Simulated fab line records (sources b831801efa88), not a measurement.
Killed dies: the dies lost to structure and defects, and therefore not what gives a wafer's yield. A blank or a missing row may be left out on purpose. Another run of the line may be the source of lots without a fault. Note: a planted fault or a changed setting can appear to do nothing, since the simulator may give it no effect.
Struck lot and sound lot, side by side | flow sky130 | 19 steps out of a route of 708
Sound: wafers L659.2, L659.3, L659.4. Wafers L662.1, L662.3, L662.4 were the ones struck. At the end, the cause is stated.
Per side, at each step with rows, come the tool, then ch with its chambers, and then its first start. Under that, the readings that differ: sound wafers | struck wafers | difference of the means | sigmas: that difference in standard deviations of wafers without a fault.
alike: a reading whose means differ by less than 2 such deviations, as well as words and numbers matching on both sides. not compared: withheld readings; readings where some wafer has no value; bounds like >300 that might hide an equal value; numbers whose values overlap and for which the record gives no deviation.
A row with sigmas, a row that says differs or no value, or rows on one side alone: a step with any of these is where the two part. Numbers that have no deviation but don't overlap get no sigmas and don't part them. A reading that every wafer of one side lacks parts them only if that side has two wafers or more.

first, 4 steps without rows for these wafers: SKY_METAL1_STRIP_21 (strips in post etch residue remover, time 1200 s); SKY_METAL1_CLEAN_22 (cleans in IPA, time 180 s); SKY_METAL1_CLEAN_23 (cleans in O3/DIW); SKY_VIA1_HDPCVD_00 (deposits SiO2, target thk 1030 nm, time 171.7 s).
SKY_VIA1_THK_MEAS_01:
  struck on filmMetro-02, day 33 16:00; sound on filmMetro-01, day 32 14:50
  alike: VIA1_HDPCVD_THK
SKY_VIA1_CMP_02: polishes SiO2.
  sound on cmp-01 ch 0,1,2, day 32 14:56; struck on cmp-02 ch 1,2,3, day 33 16:04
  alike: headPressurePsi, motorCurrentA
SKY_VIA1_BOW_MEAS_03:
  struck on filmMetro-02, day 33 16:22; sound on filmMetro-03, day 32 15:13
  alike: VIA1_BOW
then, 5 steps without rows for these wafers: SKY_VIA1_DEHYDRATE_04 (time 60 s); SKY_VIA1_HMDS_05 (prime time 60 s); SKY_VIA1_COAT_06 (resist thk 60 nm); SKY_VIA1_COAT_07 (resist thk 450 nm); SKY_VIA1_SOFTBAKE_08 (time 90 s).
SKY_VIA1_EXPOSE_09: exposes mask VIM, target cd 150 nm.
  sound on krfScanner-01 ch 0, day 33 04:42; struck on krfScanner-02 ch 0, day 34 05:28
reading                    | sound                | struck         | difference | sigmas
model.VIA1.overlayXNm (nm) | 0.4722 0.4722 0.4722 | 60.3 60.3 60.3 | +59.8      | 
  alike: mask
then, 2 steps without rows for these wafers: SKY_VIA1_PEB_10; SKY_VIA1_DEVELOP_11 (develop time 60 s).
SKY_VIA1_CD_MEAS_12 targets a cd of 150 nm.
  struck on cdSem-02, day 34 18:46; sound on cdSem-01, day 33 18:11
  alike: cdNm
SKY_VIA1_OVL_MEAS_13:
  struck on overlay-01, day 34 18:53; sound on overlay-02, day 33 18:18
reading       | sound  | struck   | difference | sigmas
VIA1_OVL (nm) | -2 0 2 | 67 64 67 | +66        | +14
SKY_VIA1_ETCH_14: etches BARC in N2/H2, stops on SiO2, time 45.9 s, target depth 60 nm.
  sound on rieDiel-01 ch 1,2,3, day 33 18:20; struck on rieDiel-01 ch 1,2,3, day 34 18:55
  alike: drypumpMotorCurrentA, oesProductAu, throttleValvePct
  not compared: rfHoursCounterH
-- the record jumps here: 12 days lie between the struck wafers' starts before and after (it left off in module VIA1 and takes up again in module PAD_OPEN, whose first step shown is number 708 of the route) --
SKY_PAD_OPEN_PROBE_99:
  struck on prober-02, day 46 10:56; sound on prober-01, day 45 14:34
reading                     | sound             | struck            | difference | sigmas
model.etest.via1Chain.rcOhm | 16.63 16.31 15.47 | 19.14 18.23 17.76 | +2.24      | 
  alike: defectLimitedYield, killed_at_M0_to_M3, killed_at_M4_up, killedAtContacts, killedAtFrontEnd, killedAtOther, killedDies, killedOpen, killedShort, sort_bin_3_pad_short, sort_bin_5_function, sort_bin_6_memory, sortNPass, sortYieldPct

== WHERE THEY PART ==
Within this record, at SKY_VIA1_OVL_MEAS_13 only. Later steps at which nothing parts them and some readings are alike: SKY_VIA1_ETCH_14, SKY_PAD_OPEN_PROBE_99.

WHY: what had been put in by the simulator
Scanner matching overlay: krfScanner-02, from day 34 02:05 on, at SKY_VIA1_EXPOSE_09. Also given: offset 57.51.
